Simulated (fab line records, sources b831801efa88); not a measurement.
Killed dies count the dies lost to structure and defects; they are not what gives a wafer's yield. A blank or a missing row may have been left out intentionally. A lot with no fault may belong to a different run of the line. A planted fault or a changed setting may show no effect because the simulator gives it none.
A struck lot beside a sound one :: flow sky130 :: 35 out of 708 route steps
Sound: wafers L742.1, L742.2, L742.4. Wafers L732.3, L732.4, L732.6 were the ones struck. The cause is given at the end.
Order at every step that has rows: each side's tool, ch and its chambers, its first start. Under that, the readings that differ: sound wafers :: struck wafers :: difference of the means :: sigmas: that difference in standard deviations of wafers without a fault.
alike: words and numbers the same on both sides, and readings whose means are apart by under 2 such deviations; not compared: readings that were withheld, readings missing a value for some wafer, numbers with overlapping values and no deviation given by the record, and bounds like >300 which may hide the same value.
Wherever a step has rows on one side only, a row that says differs or no value, or a row with sigmas, the two part there. Numbers that don't overlap but have no deviation are shown without sigmas and don't part them. A reading that every wafer of one side lacks parts them only if that side has two wafers or more.

first, 8 steps without rows for these wafers: SKY_CAP2M_SPUTTER_02 (material TiN, target thk 200 nm, time 166.7 s); SKY_CAP2M_DEHYDRATE_05 (time 60 s); SKY_CAP2M_HMDS_06 (prime time 60 s); SKY_CAP2M_COAT_07 (resist thk 1140 nm); SKY_CAP2M_SOFTBAKE_08 (time 60 s); SKY_CAP2M_EXPOSE_09 (exposes mask CAP2M, target cd 1000 nm); SKY_CAP2M_PEB_10; SKY_CAP2M_DEVELOP_11 (develop time 60 s).
SKY_CAP2M_METAL_ETCH_13: etches TiN in Cl2/BCl3, stops on SiO2, target depth 220 nm, time 62.9 s.
  sound on rie-metal-02 ch 0,1, day 46 07:01; struck on rie-metal-03 ch 0,1, day 43 18:28
  alike: drypump-motor-current-A, he-backside-leak-sccm, oes-product-au, throttle-valve-pct
  not compared: rf-hours-counter-h
then, 25 steps without rows for these wafers: SKY_CAP2M_STRIP_14 (strips in O2/N2); SKY_CAP2M_STRIP_15 (strips in post etch residue remover, time 1200 s); SKY_CAP2M_CLEAN_16 (cleans in IPA, time 180 s); SKY_CAP2M_CLEAN_17 (cleans in O3/DIW); SKY_METAL4_DEHYDRATE_05 (time 60 s); SKY_METAL4_HMDS_06 (prime time 60 s); SKY_METAL4_COAT_07 (resist thk 60 nm); SKY_METAL4_COAT_08 (resist thk 1140 nm); SKY_METAL4_SOFTBAKE_09 (time 90 s); SKY_METAL4_EXPOSE_10 (exposes mask MM4, target cd 300 nm); SKY_METAL4_PEB_11; SKY_METAL4_DEVELOP_12 (develop time 60 s); SKY_METAL4_DESCUM_15 (chemistry O2, time 8 s); SKY_METAL4_ETCH_16 (etches BARC in N2/H2, stops on SiO2, time 88.2 s, target depth 60 nm); SKY_METAL4_ETCH_17 (etches SiO2 in C4F8/O2/Ar, stops on TiN, time 3.9 s, target depth 15 nm); SKY_METAL4_METAL_ETCH_18 (etches the open film in Cl2/BCl3, stops on SiO2, target depth 845 nm, time 183.1 s); SKY_METAL4_STRIP_19 (strips in O2/N2); SKY_METAL4_STRIP_20 (strips in post etch residue remover, time 1200 s); SKY_METAL4_CLEAN_21 (cleans in IPA, time 180 s); SKY_METAL4_CLEAN_22 (cleans in O3/DIW); SKY_VIA4_HDPCVD_00 (deposits SiO2, target thk 1750 nm, time 291.7 s); SKY_VIA4_CMP_02 (polishes SiO2); SKY_VIA4_DEHYDRATE_04 (time 60 s); SKY_VIA4_HMDS_05 (prime time 60 s); SKY_VIA4_COAT_06 (resist thk 1140 nm).
-- the record jumps here: 5 days lie between the struck wafers' starts before and after (it left off in module VIA4 and takes up again in module PAD_OPEN, whose first step shown is number 708 of the route) --
SKY_PAD_OPEN_PROBE_99:
  sound: prober-01 at day 50 10:20; struck: prober-01 at day 48 07:58
reading: defect-limited-yield (%)
sound: 82.7 81.9 81.7
struck: 68.9 77.0 78.5
difference: -7.3
sigmas: -4

reading: killed-at-other
sound: 0 0 0
struck: 66 42 39
difference: +49
sigmas: +77

reading: killed-dies
sound: 85 89 90
struck: 153 113 106
difference: +36
sigmas: +4

reading: sort_bin_3_pad_short (%)
sound: 1.4 0.6 0.8
struck: 4.9 2.6 2.8
difference: +2.5
sigmas: +6

reading: sort_bin_5_function (%)
sound: 10.0 9.6 9.8
struck: 17.9 12.6 14.0
difference: +5.0
sigmas: +3

reading: sort-n-pass
sound: 407 403 402
struck: 339 379 386
difference: -36
sigmas: -4

reading: sort-yield-pct (%)
sound: 82.7 81.9 81.7
struck: 68.9 77.0 78.5
difference: -7.3
sigmas: -4

reading: model.etest.tester.sort-n-pass
sound: 407 403 402
struck: 339 379 386
difference: -36
sigmas: 

reading: model.etest.tester.sort-yield-pct (%)
sound: 82.72 81.91 81.71
struck: 68.9 77.03 78.46
difference: -7.3
sigmas: 

reading: model.etest.tester.sort_bin_5_pct (%)
sound: 9.959 9.553 9.756
struck: 17.89 12.6 14.02
difference: +5.08
sigmas: 

reading: model.etest.tester.sort_bin_3_pct (%)
sound: 1.423 0.6098 0.813
struck: 4.878 2.642 2.846
difference: +2.507
sigmas: 
  alike: killed_at_M0_to_M3, killed_at_M4_up, killed-at-contacts, killed-at-front-end, killed-open, killed-short, sort_bin_6_memory

## WHERE THEY PART
At SKY_PAD_OPEN_PROBE_99 and nowhere else, as far as this record goes.

WHY: whatever the simulator had introduced
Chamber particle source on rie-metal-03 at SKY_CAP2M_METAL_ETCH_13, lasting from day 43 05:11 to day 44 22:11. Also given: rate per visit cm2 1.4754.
